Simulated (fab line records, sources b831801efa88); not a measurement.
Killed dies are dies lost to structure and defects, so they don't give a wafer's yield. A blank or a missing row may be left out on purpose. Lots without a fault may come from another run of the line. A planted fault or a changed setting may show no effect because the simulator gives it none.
Which tool did it? | flow gf180mcu | 12 lots, 36 wafers sampled, at 6 steps of a route of 602

WHAT THE GAUGES READ, wafer by wafer
GF_STI_THK_MEAS_02. Usual: STI_OXIDATION_THK 9.83 nm, standard deviation 0.19.
lot  | measured    | on            | STI_OXIDATION_THK (nm) | flag
L268 | day 1 11:32 | film_metro-01 | 9.85 9.78 9.91         |
L269 | day 1 19:04 | film_metro-01 | 9.58 9.66 9.62         |
L270 | day 2 00:19 | film_metro-03 | 9.82 9.73 9.63         |
L271 | day 2 03:27 | film_metro-03 | 9.43 9.53 9.54         |
L275 | day 2 22:49 | film_metro-03 | 10.04 10.00 9.95       |
L276 | day 3 03:31 | film_metro-03 | 9.35 9.66 9.62         |
L277 | day 3 09:03 | film_metro-03 | 9.80 9.74 9.74         |
L278 | day 3 14:13 | film_metro-04 | 9.84 9.71 9.83         |
L285 | day 5 00:32 | film_metro-03 | 10.27 10.10 10.20      |
L287 | day 5 11:06 | film_metro-04 | 9.82 10.04 10.08       |
L288 | day 5 15:31 | film_metro-01 | 10.00 9.85 9.98        |
L289 | day 5 21:25 | film_metro-04 | 9.84 9.63 9.76         |

GF_NWELL_TW_MEAS_11. Usual: NWELL_TW 1578, standard deviation 11.
lot  | measured    | on            | NWELL_TW       | flag
L268 | day 3 09:56 | film_metro-01 | 1565 1572 1573 |
L269 | day 3 15:59 | film_metro-01 | 1578 1574 1571 |
L270 | day 3 22:31 | film_metro-01 | 1562 1567 1568 |
L271 | day 4 00:56 | film_metro-02 | 1569 1572 1585 |
L275 | day 4 22:16 | film_metro-03 | 1595 1588 1584 |
L276 | day 5 04:34 | film_metro-03 | 1585 1586 1585 |
L277 | day 5 08:43 | film_metro-01 | 1558 1564 1559 |
L278 | day 5 18:52 | film_metro-03 | 1577 1591 1577 |
L285 | day 7 05:35 | film_metro-02 | 1464 1468 1466 | OFF
L287 | day 7 15:38 | film_metro-01 | 1469 1473 1463 | OFF
L288 | day 7 20:01 | film_metro-03 | 1591 1598 1590 |
L289 | day 8 02:53 | film_metro-02 | 1577 1572 1591 |

GF_MVSD_OVL_MEAS_07. Usual: MVSD_OVL 0.3 nm, standard deviation 1.6.
lot  | measured    | on         | MVSD_OVL (nm)  | flag
L268 | day 4 13:16 | overlay-01 | -3.2 -0.1 0.5  |
L269 | day 4 18:01 | overlay-01 | -1.7 0.8 0.7   |
L270 | day 5 01:37 | overlay-01 | -0.2 -1.6 -0.7 |
L271 | day 5 04:47 | overlay-02 | 2.2 2.6 1.4    |
L275 | day 6 03:34 | overlay-02 | 1.3 2.3 0.7    |
L276 | day 6 10:50 | overlay-01 | 0.1 0.6 0.6    |
L277 | day 6 14:08 | overlay-01 | 1.0 0.0 0.9    |
L278 | day 7 01:23 | overlay-01 | 0.0 0.5 -0.6   |
L285 | day 8 14:08 | overlay-02 | 0.9 -1.8 0.4   |
L287 | day 9 00:34 | overlay-01 | -2.3 -1.9 -0.5 |
L288 | day 9 05:47 | overlay-01 | -2.8 -3.1 -3.1 |
L289 | day 9 12:18 | overlay-01 | 0.1 -0.3 -1.0  |

GF_VT_IMPLANT_RS_MEAS_47: measures by four-point-probe. Usual: NWELL_RS 487.7 ohm/sq, standard deviation 1.3.
lot  | measured     | on            | NWELL_RS (ohm/sq) | flag
L268 | day 7 16:59  | film_metro-01 | 487.4 488.1 487.6 |
L269 | day 7 21:27  | film_metro-03 | 486.0 486.4 487.8 |
L270 | day 8 05:40  | film_metro-02 | 488.5 488.7 488.1 |
L271 | day 8 12:08  | film_metro-01 | 488.0 487.9 487.4 |
L275 | day 9 14:07  | film_metro-02 | 487.9 489.6 487.9 |
L276 | day 9 21:54  | film_metro-01 | 487.0 488.7 489.1 |
L277 | day 10 00:18 | film_metro-03 | 488.7 486.8 486.4 |
L278 | day 10 13:46 | film_metro-03 | 489.7 487.1 489.0 |
L285 | day 12 08:28 | film_metro-01 | 558.4 556.3 557.4 | OFF
L287 | day 12 19:24 | film_metro-03 | 557.0 554.2 555.5 | OFF
L288 | day 13 01:46 | film_metro-02 | 488.2 488.4 488.8 |
L289 | day 13 11:07 | film_metro-01 | 487.5 486.8 486.5 |

WHICH TOOL RAN EACH LOT (tool, then ch and the chambers of the sampled wafers, then the start)
lot  | GF_STI_ETCH_14                  | GF_NWELL_IMPLANT_08
L268 | rie_si-01 ch 1,2, day 2 01:47   | implanter-03 ch 0, day 3 09:34
L269 | rie_si-01 ch 0,1,2, day 2 09:10 | implanter-04 ch 0, day 3 15:38
L270 | rie_si-02 ch 0,1,2, day 2 14:23 | implanter-02 ch 0, day 3 22:07
L271 | rie_si-01 ch 1,2,3, day 2 17:38 | implanter-04 ch 0, day 4 00:34
L275 | rie_si-02 ch 0,1,2, day 3 13:41 | implanter-02 ch 0, day 4 21:53
L276 | rie_si-01 ch 1,2,3, day 3 19:08 | implanter-03 ch 0, day 5 04:10
L277 | rie_si-01 ch 0,1,2, day 4 00:07 | implanter-03 ch 0, day 5 08:19
L278 | rie_si-02 ch 0,1,3, day 4 05:25 | implanter-03 ch 0, day 5 18:30
L285 | rie_si-02 ch 0,1,2, day 5 17:05 | implanter-04 ch 0, day 7 05:14
L287 | rie_si-02 ch 0,3, day 6 03:29   | implanter-04 ch 0, day 7 15:14
L288 | rie_si-02 ch 0,3, day 6 07:52   | implanter-03 ch 0, day 7 19:38
L289 | rie_si-02 ch 0,1,3, day 6 14:41 | implanter-03 ch 0, day 8 02:30
- GF_STI_ETCH_14: etches Si in HBr/Cl2/O2, target depth 360 nm, time 102.9 s.
- GF_NWELL_IMPLANT_08

WHAT THE TOOLS THEMSELVES READ (means of the sampled wafers that have a number; where no wafer has one, the mark that the record gives instead)
GF_STI_ETCH_14. Usual: drypump_motor_current_A 5.6 A, standard deviation 0.58; oes_product_au 0.997 a.u., standard deviation 0.01; throttle_valve_pct 25.660 %, standard deviation 0.011.
lot  | tool      | drypump_motor_current_A (A) | oes_product_au (a.u.) | throttle_valve_pct (%) | flag
L268 | rie_si-01 | 5.4                         | 0.986                 | 25.669                 |
L269 | rie_si-01 | 5.6                         | 1.007                 | 25.656                 |
L270 | rie_si-02 | 5.8                         | 0.999                 | 25.661                 |
L271 | rie_si-01 | 5.5                         | 0.982                 | 25.676                 |
L275 | rie_si-02 | 5.8                         | 1.000                 | 25.660                 |
L276 | rie_si-01 | 5.5                         | 0.985                 | 25.678                 |
L277 | rie_si-01 | 5.6                         | 1.009                 | 25.654                 |
L278 | rie_si-02 | 5.5                         | 0.985                 | 25.669                 |
L285 | rie_si-02 | 5.8                         | 0.992                 | 25.651                 |
L287 | rie_si-02 | 5.3                         | 0.993                 | 25.656                 |
L288 | rie_si-02 | 5.4                         | 1.007                 | 25.659                 |
L289 | rie_si-02 | 5.5                         | 0.992                 | 25.665                 |

GF_NWELL_IMPLANT_08. Usual: beam_on_s 9.97 s, standard deviation 0.23; faraday_current_uA 84.8, standard deviation 1.9.
lot  | tool         | beam_on_s (s) | faraday_current_uA | flag
L268 | implanter-03 | 10.00         | 84.5               |
L269 | implanter-04 | 10.12         | 83.4               |
L270 | implanter-02 | 9.60          | 87.9               |
L271 | implanter-04 | 9.86          | 85.8               |
L275 | implanter-02 | 9.81          | 85.9               |
L276 | implanter-03 | 10.16         | 83.3               |
L277 | implanter-03 | 10.01         | 84.5               |
L278 | implanter-03 | 10.07         | 83.8               |
L285 | implanter-04 | 7.77          | 108.9              | OFF
L287 | implanter-04 | 7.72          | 109.2              | OFF
L288 | implanter-03 | 9.93          | 85.4               |
L289 | implanter-03 | 9.92          | 85.3               |

THE ANSWER, worked out from the rows above alone
Rule: a lot is off if the mean of its wafers that have a number lies more than 3 standard deviations from the usual mean. A lot without any number at a reading at which 4 lots or more have one is off too. The other lots that the step has rows for count as sound. The gauges are gone through in route order, then the tools' own readings, and for those a lot's mean is taken as printed above. The first step at which some lot is off is used, and at that step the reading that is off furthest; a lot without a number counts as furthest.
Off: L285, L287, at GF_NWELL_TW_MEAS_11 (NWELL_TW).
A tool fits if, at a process step before that reading, it ran every lot that is off, and no sound lot after the first of them. The gauges at GF_NWELL_TW_MEAS_11 aren't tried: what is off there is off at GF_NWELL_IMPLANT_08 too, on other tools, and a gauge's error can't cause that. One fits: implanter-04 at GF_NWELL_IMPLANT_08. Its last sound lot is L271 (day 4 00:34), its first lot that is off L285 (day 7 05:14): a fault that began between those two fits.
The tool's own readings at GF_NWELL_IMPLANT_08 bear it out: on the lots that are off they differ by more than 5 times the standard deviation of the sound lots' means. beam_on_s reads 7.74 s there against 9.95 s on the sound lots; faraday_current_uA reads 109.1 there against 85.0 on the sound lots.

WHAT THE SIMULATOR HAD PUT IN
Process parameter drift: implanter-04, from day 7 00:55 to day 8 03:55, at GF_NWELL_IMPLANT_08. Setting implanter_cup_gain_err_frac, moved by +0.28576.
Lots struck among those shown: L285, L287. The rule above found the same.
